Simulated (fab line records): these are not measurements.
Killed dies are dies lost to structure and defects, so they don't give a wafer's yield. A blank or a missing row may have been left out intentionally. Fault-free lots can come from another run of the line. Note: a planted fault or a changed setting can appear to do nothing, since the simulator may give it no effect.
Which tool is to blame? / flow sky130 / 6 lots with 18 wafers sampled at 4 steps, on a route of 708 steps

## WHAT THE GAUGES READ, wafer by wafer
SKY_LI_CONTACT_OVL_MEAS_13.
lot=L477; measured=day 30 01:28; on=overlay-02; LI_CONTACT_OVL (nm)=-5 -6 -2
lot=L479; measured=day 31 02:19; on=overlay-01; LI_CONTACT_OVL (nm)=1 -4 2
lot=L486; measured=day 33 05:52; on=overlay-02; LI_CONTACT_OVL (nm)=-4 -4 -2
lot=L492; measured=day 34 18:59; on=overlay-02; LI_CONTACT_OVL (nm)=-5 -7 -7
lot=L495; measured=day 35 19:36; on=overlay-01; LI_CONTACT_OVL (nm)=4 10 4
lot=L498; measured=day 36 13:45; on=overlay-02; LI_CONTACT_OVL (nm)=-7 4 3

## TOOL THAT RAN EACH LOT (tool first, then ch and the chambers of the sampled wafers, then the start)
lot=L477; SKY_SD_P_STRIP_10=plasmaAsher-02 ch 0,1, day 26 09:18; SKY_SD_N_STRIP_11=plasmaAsher-04 ch 0,1, day 28 20:15; SKY_SD_N_RTA_14=rtpAnneal-02 ch 0, day 28 20:26
lot=L479; SKY_SD_P_STRIP_10=plasmaAsher-02 ch 0,1, day 27 11:38; SKY_SD_N_STRIP_11=plasmaAsher-02 ch 0,1, day 29 21:00; SKY_SD_N_RTA_14=rtpAnneal-02 ch 0, day 29 21:12
lot=L486; SKY_SD_P_STRIP_10=plasmaAsher-01 ch 0,1, day 29 18:28; SKY_SD_N_STRIP_11=plasmaAsher-02 ch 0,1, day 32 02:05; SKY_SD_N_RTA_14=rtpAnneal-01 ch 0, day 32 02:18
lot=L492; SKY_SD_P_STRIP_10=plasmaAsher-01 ch 0,1, day 31 08:40; SKY_SD_N_STRIP_11=plasmaAsher-04 ch 0,1, day 33 14:25; SKY_SD_N_RTA_14=rtpAnneal-01 ch 0, day 33 14:38
lot=L495; SKY_SD_P_STRIP_10=plasmaAsher-01 ch 0,1, day 32 09:26; SKY_SD_N_STRIP_11=plasmaAsher-03 ch 0,1, day 34 15:28; SKY_SD_N_RTA_14=rtpAnneal-02 ch 0, day 34 15:40
lot=L498; SKY_SD_P_STRIP_10=plasmaAsher-02 ch 0,1, day 33 05:57; SKY_SD_N_STRIP_11=plasmaAsher-03 ch 0,1, day 35 10:31; SKY_SD_N_RTA_14=rtpAnneal-01 ch 0, day 35 10:44
- SKY_SD_P_STRIP_10: strips in O2/N2.
- SKY_SD_N_STRIP_11: strips in O2/N2.
- SKY_SD_N_RTA_14: time 2 s.

## THE ANSWER, worked out from the rows above alone
Rule: the usual values come from the lots themselves. The widest of any qualifying gaps counts: lots, ordered by their means at a reading, are off when they make up no more than a third of the lots, leave a main group of 4 or more, and stand apart from it by 3 or more times the standard deviation of that group's means. The tables above print the reading to a certain number of digits; a main group whose means all agree to those digits is not used. Also off: a lot with no number at a reading for which 4 or more lots have one. Any other lot the step has rows for is counted as sound.
Nothing can be told from this: no lot is off at any reading shown.

## WHAT WAS PUT IN BY THE SIMULATOR
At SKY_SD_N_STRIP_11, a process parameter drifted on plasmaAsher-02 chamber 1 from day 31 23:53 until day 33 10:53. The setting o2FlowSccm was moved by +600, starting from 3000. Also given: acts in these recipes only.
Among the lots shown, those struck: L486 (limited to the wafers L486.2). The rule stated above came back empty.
